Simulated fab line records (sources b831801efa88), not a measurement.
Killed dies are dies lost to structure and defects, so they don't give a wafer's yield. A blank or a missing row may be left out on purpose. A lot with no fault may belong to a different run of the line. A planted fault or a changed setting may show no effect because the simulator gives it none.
Which tool was responsible? -- flow sky130 -- 6 lots with 18 wafers sampled at 3 steps, on a route of 708 steps

WHAT EACH GAUGE READ, for each wafer
SKY_NWELL_RS_MEAS_29: measures by four-point-probe.
lot,measured,on,NWELL_RS (ohm/sq)
L310,day 5 13:45,film metro-02,620.8 621.3 620.7
L314,day 6 19:17,film metro-01,624.3 624.3 623.3
L318,day 7 14:25,film metro-02,582.6 581.6 582.2
L320,day 8 03:43,film metro-02,622.0 621.4 622.5
L326,day 9 18:29,film metro-03,622.5 621.4 622.3
L332,day 11 02:48,film metro-03,626.8 626.8 625.6

WHAT TOOL EACH LOT RAN ON (gives the tool, then ch and the chambers of the sampled wafers, and finally the start)
lot,SKY_FIELD_ISO_CMP_27,SKY_NWELL_IMPLANT_11
L310,"cmp-02 ch 0,1,2, day 2 15:46","implanter-02 ch 0, day 4 19:40"
L314,"cmp-02 ch 1,2,3, day 3 15:24","implanter-01 ch 0, day 5 23:17"
L318,"cmp-01 ch 1,3, day 4 08:10","implanter-03 ch 0, day 6 17:30"
L320,"cmp-02 ch 1,2,3, day 4 18:59","implanter-01 ch 0, day 7 06:24"
L326,"cmp-01 ch 1,3, day 6 06:44","implanter-02 ch 0, day 8 20:32"
L332,"cmp-02 ch 0,3, day 7 07:30","implanter-02 ch 0, day 10 03:03"
- SKY_FIELD_ISO_CMP_27: polishes, stops on Si3N4, t overpolish 16 s, target thk 457.8 nm.
- SKY_NWELL_IMPLANT_11

THE ANSWER, worked out from the rows above alone
Rule: usual is defined by the lots themselves. Put in order of their means at a reading, lots are off if they are a third of the lots or fewer, leave a main group of 4 or more, and stand apart from it by a gap of 3 or more times the standard deviation of the main group's means; of several such gaps the widest counts. A main group whose means are all the same, to the digits that the tables above print for the reading, isn't used. Also off: a lot with no number at a reading for which 4 or more lots have one. Where the step has rows for the other lots, those lots are counted as sound.
Off: L318, seen at SKY_NWELL_RS_MEAS_29 (NWELL_RS). Main group: mean 623.1 ohm/sq, sd 1.9.
A tool fits if, at a process step before that reading, it ran every lot that is off, and no sound lot after the first of them. Gauges at SKY_NWELL_RS_MEAS_29: tried the same way as those tools. One candidate fits, namely implanter-03 at SKY_NWELL_IMPLANT_11. It ran no sound lot before its first lot that is off in this sample, so the start can't be narrowed down.

WHAT HAD BEEN PUT IN BY THE SIMULATOR
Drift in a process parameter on implanter-03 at SKY_NWELL_IMPLANT_11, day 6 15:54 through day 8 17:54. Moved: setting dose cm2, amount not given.
Lots struck among those shown: L318. The same result came from the rule above.
